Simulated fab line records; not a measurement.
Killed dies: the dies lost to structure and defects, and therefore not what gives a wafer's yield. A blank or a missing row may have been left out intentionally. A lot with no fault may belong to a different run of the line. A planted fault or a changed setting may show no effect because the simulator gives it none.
Chamber matching | flow sky130 | SKY_SONOS_ONO_ETCH_15 on rie_diel-04 has 4 sister chambers
The step etches the open film in CHF3/O2, target depth 19.52 nm, time 7.8 s. 8 wafers are shown with their chamber, then 8 later ones without.

== WAFERS, EACH WITH ITS CHAMBER ==
wafer  | chamber | oes_product_au (a.u.) | throttle_valve_pct (%)
L218.2 | 1       | 1.004                 | 8.821
L218.6 | 3       | 0.992                 | 8.817
L219.1 | 1       | 0.994                 | 8.824
L219.6 | 0       | 1.004                 | 8.828
L222.3 | 2       | 0.997                 | 8.827
L222.4 | 2       | 0.997                 | 8.824
L222.5 | 3       | 1.004                 | 8.826
L230.1 | 0       | 1.004                 | 8.838

== WAFERS MISSING THEIR CHAMBER ==
wafer  | oes_product_au (a.u.) | throttle_valve_pct (%)
L230.4 | 0.995                 | 8.828
L230.5 | 1.003                 | 8.830
L233.2 | 1.002                 | 8.813
L233.3 | 0.999                 | 8.813
L233.6 | 1.005                 | 8.831
L235.1 | 1.003                 | 8.826
L235.4 | 0.997                 | 8.824
L235.5 | 1.016                 | 8.831

== WHICH CHAMBER EACH ONE RAN IN ==
wafer  | from the rows above               | in truth
L230.4 | can't be placed: 2 or 1 or 3 or 0 | 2
L230.5 | can't be placed: 0 or 2 or 1 or 3 | 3
L233.2 | can't be placed: 3 or 1 or 2      | 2
L233.3 | can't be placed: 3 or 1 or 2      | 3
L233.6 | can't be placed: 0 or 2 or 1 or 3 | 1
L235.1 | can't be placed: 1 or 2 or 3 or 0 | 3
L235.4 | can't be placed: 2 or 1 or 3 or 0 | 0
L235.5 | can't be placed: 0 or 1 or 2 or 3 | 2
Placed correctly: 0 of 8. Not placeable from these rows: 8 (in 8, the candidates include the true chamber). Placed wrongly: 0.
How it was worked out, from the rows above alone: a wafer's distance from a chamber is the root of the sum, over the readings, of the square of ((its reading less the chamber's mean) divided by the reading's scatter). If the next closest chamber is less than 2 further off than the closest, the wafer can't be placed; otherwise it belongs to the closest. The mean given for a chamber averages the wafers shown for that chamber. The scatter: take each reading less its chamber's mean, square it, sum over the shown wafers, divide by the number of wafers less the number of chambers, and take the root.
